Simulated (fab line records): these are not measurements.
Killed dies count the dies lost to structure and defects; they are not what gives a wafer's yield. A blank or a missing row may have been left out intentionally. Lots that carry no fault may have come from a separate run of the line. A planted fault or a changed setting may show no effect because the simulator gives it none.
Comparing a struck lot with a sound one -- flow gf180mcu -- 15 out of 602 route steps
Sound: wafers L579.4, L579.5, L579.6. Struck: wafers L591.1, L591.3, L591.6. The cause is named last.
For every step that has rows: the tool of each side, followed by ch and its chambers, followed by its first start. Under that, the readings that differ: sound wafers -- struck wafers -- difference of the means -- sigmas: that difference in standard deviations of wafers without a fault.
alike: readings whose means differ by less than 2 such deviations, and words and numbers that are the same on both sides. not compared: withheld readings, readings that some wafer has no value for, bounds like >300 that may hide the same value, and numbers for which the record gives no deviation and whose values overlap.
The two part at a step that has a row with sigmas, a row that says differs or no value, or rows on one side only. Non-overlapping numbers with no deviation appear without sigmas and do not part them. A reading missing from all wafers of one side parts the sides only when that side holds two or more wafers.

first, 3 steps without rows for these wafers: GF_CONTACT_CLEAN_19 (cleans in SPM); GF_CONTACT_CLEAN_20 (cleans in DIW); GF_CONTACT_CLEAN_21 (cleans in dHF, time 20 s).
GF_CONTACT_SPUTTER_22: material Ti, target thk 15 nm, time 80.02 s.
  sound on pvdSputter-03, day 18 03:46; struck on pvdSputter-04, day 22 15:31
  alike: substrateTempC, throttleValvePct
then, 1 step without rows for these wafers: GF_CONTACT_SPUTTER_23 (material TiN, target thk 10 nm, time 40 s).
GF_CONTACT_CVD_24: deposits W, target thk 300 nm, time 90.339 s.
  sound on cvdW-01 ch 0,1, day 18 03:55; struck on cvdW-01 ch 0,1, day 22 15:37
  alike: heaterPowerW
GF_CONTACT_RS_MEAS_25: measures by four-point-probe.
  sound on filmMetro-01, day 18 04:02; struck on filmMetro-03, day 22 15:43
  alike: CONTACT_W_RS
GF_CONTACT_THK_MEAS_26: measures by xrf.
  sound on filmMetro-01, day 18 04:07; struck on filmMetro-03, day 22 15:50
  alike: CONTACT_W_THK
GF_CONTACT_CMP_27: polishes, stops on SiO2, t overpolish 15 s, target thk 0 nm.
  sound on cmp-02 ch 0,1,3, day 18 04:15; struck on cmp-02 ch 0,2,3, day 22 15:56
  alike: motorCurrentA, overpolishRunS, timeToEndpointS
then, 1 step without rows for these wafers: GF_M1_SPUTTER_00 (material Ti, target thk 37.5 nm, time 150 s).
GF_M1_SPUTTER_01: material TiN, target thk 30 nm, time 25 s.
  sound on pvdSputter-02, day 18 04:34; struck on pvdSputter-01, day 22 16:17
  alike: throttleValvePct
GF_M1_SPUTTER_02: material AlCu, target thk 450 nm, time 23.9 s.
  sound on pvdSputter-02, day 18 04:36; struck on pvdSputter-01, day 22 16:19
  alike: throttleValvePct
GF_M1_SPUTTER_03: material Ti, target thk 10 nm, time 6.7 s.
  sound on pvdSputter-02, day 18 04:38; struck on pvdSputter-01, day 22 16:21
reading,sound,struck,difference,sigmas
model.Ti_of_M1_SPUTTER_03.thkNm (nm),9.89 10.01 9.952,7.05 7.095 7.098,-2.87,
  alike: substrateTempC, throttleValvePct
then, 1 step without rows for these wafers: GF_M1_SPUTTER_04 (material TiN, target thk 50 nm, time 41.7 s).
GF_PASSIVATION_PROBE_99:
  the record has rows for the sound wafers here (prober-02, day 30 20:05) and none for the struck ones

WHERE THEY PART
Within this record, at GF_PASSIVATION_PROBE_99 only.

WHY: whatever the simulator had introduced
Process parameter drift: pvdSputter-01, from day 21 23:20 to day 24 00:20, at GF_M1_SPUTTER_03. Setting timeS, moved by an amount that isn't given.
